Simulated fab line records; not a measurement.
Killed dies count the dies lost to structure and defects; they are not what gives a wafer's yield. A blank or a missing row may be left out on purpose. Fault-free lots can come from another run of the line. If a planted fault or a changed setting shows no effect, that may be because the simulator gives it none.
Check of tool commonality + flow gf180mcu + 14 lots, 42 wafers sampled

## WHAT PROMPTED THE OPENING
Of 14 lots, 2 have the reading LVPWELL_TW flagged at GF_LVPWELL_TW_MEAS_11. Fault-free wafers read 564, with a standard deviation of 3.1.
Rule: a lot is flagged in two cases, either no wafer of it has a number, or all its wafers with numbers fall more than 4 standard deviations from that mean. The rest of the lots are taken to be sound.

| lot  | measured    | on            | LVPWELL_TW, wafer by wafer | flag    |
|------|-------------|---------------|----------------------------|---------|
| L351 | day 3 21:56 | film-metro-01 | 565 564 569                |         |
| L353 | day 4 08:35 | film-metro-03 | 568 568 565                |         |
| L355 | day 4 17:45 | film-metro-01 | 564 568 567                |         |
| L357 | day 5 05:44 | film-metro-04 | 561 562 563                |         |
| L359 | day 5 15:46 | film-metro-03 | 565 564 562                |         |
| L365 | day 7 06:41 | film-metro-01 | 620 615 618                | FLAGGED |
| L367 | day 7 15:19 | film-metro-04 | 562 558 561                |         |
| L366 | day 7 16:19 | film-metro-03 | 622 623 622                | FLAGGED |
| L368 | day 7 22:44 | film-metro-01 | 564 563 563                |         |
| L369 | day 8 01:41 | film-metro-04 | 563 563 560                |         |
| L371 | day 8 13:50 | film-metro-03 | 564 564 564                |         |
| L373 | day 9 03:01 | film-metro-03 | 569 568 564                |         |
| L372 | day 9 03:08 | film-metro-03 | 565 563 566                |         |
| L374 | day 9 12:47 | film-metro-04 | 564 567 565                |         |
The numbers of the flagged lots are 620 on average: +56 against the usual, or +18 standard deviations.

## LOT BY LOT: THE TOOL USED
The record holds 1 process step before the reading, out of a route of 602 steps. Each cell gives the tool, then ch followed by the chambers the sampled wafers passed through, then the start.
| lot  | flag    | GF_LVPWELL_IMPLANT_08          |
|------|---------|--------------------------------|
| L351 |         | implanter-03 ch 0, day 3 21:32 |
| L353 |         | implanter-03 ch 0, day 4 08:11 |
| L355 |         | implanter-03 ch 0, day 4 17:23 |
| L357 |         | implanter-03 ch 0, day 5 05:20 |
| L359 |         | implanter-02 ch 0, day 5 15:23 |
| L365 | FLAGGED | implanter-03 ch 0, day 7 06:17 |
| L367 |         | implanter-02 ch 0, day 7 14:56 |
| L366 | FLAGGED | implanter-03 ch 0, day 7 15:55 |
| L368 |         | implanter-04 ch 0, day 7 22:20 |
| L369 |         | implanter-04 ch 0, day 8 01:19 |
| L371 |         | implanter-04 ch 0, day 8 13:27 |
| L373 |         | implanter-02 ch 0, day 9 02:38 |
| L372 |         | implanter-04 ch 0, day 9 02:46 |
| L374 |         | implanter-02 ch 0, day 9 12:25 |
What is done by these steps:
- GF_LVPWELL_IMPLANT_08
- GF_LVPWELL_TW_MEAS_11

## FLAGGED AGAINST TOTAL, ONE TOOL AT A TIME (gauges that did the reading follow at the end)
| step                  | tool          | lots run | flagged | share of the flagged lots | sound lots run after its first flagged lot |
|-----------------------|---------------|----------|---------|---------------------------|--------------------------------------------|
| GF_LVPWELL_IMPLANT_08 | implanter-02  | 4        | 0       | none                      | -                                          |
| GF_LVPWELL_IMPLANT_08 | implanter-03  | 6        | 2       | all                       | 0                                          |
| GF_LVPWELL_IMPLANT_08 | implanter-04  | 4        | 0       | none                      | -                                          |
| GF_LVPWELL_TW_MEAS_11 | film-metro-01 | 4        | 1       | some                      | 1 (L368)                                   |
| GF_LVPWELL_TW_MEAS_11 | film-metro-03 | 6        | 1       | some                      | 3 (L371,L373,L372)                         |
| GF_LVPWELL_TW_MEAS_11 | film-metro-04 | 4        | 0       | none                      | -                                          |

## THE TABLE: WHAT IT ALLOWS
1 row of the table ran every flagged lot: implanter-03 at GF_LVPWELL_IMPLANT_08.
- implanter-03 at GF_LVPWELL_IMPLANT_08: 2 of its 6 lots flagged. A fault beginning between L357 (day 5 05:20), its last sound lot, and L365 (day 7 06:17), its first flagged one, fits the data. Its own readings lie more than 4 standard deviations out on every wafer of the flagged lots: tilt-deg.
One tool is left: implanter-03 at GF_LVPWELL_IMPLANT_08.

## WHAT THE SIMULATOR HAD PUT IN
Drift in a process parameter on implanter-03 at GF_LVPWELL_IMPLANT_08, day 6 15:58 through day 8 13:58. Setting tilt-deg shifted by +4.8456 from 0. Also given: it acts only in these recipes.
Lots struck among those shown: L365, L366. Same finding as the rule above.
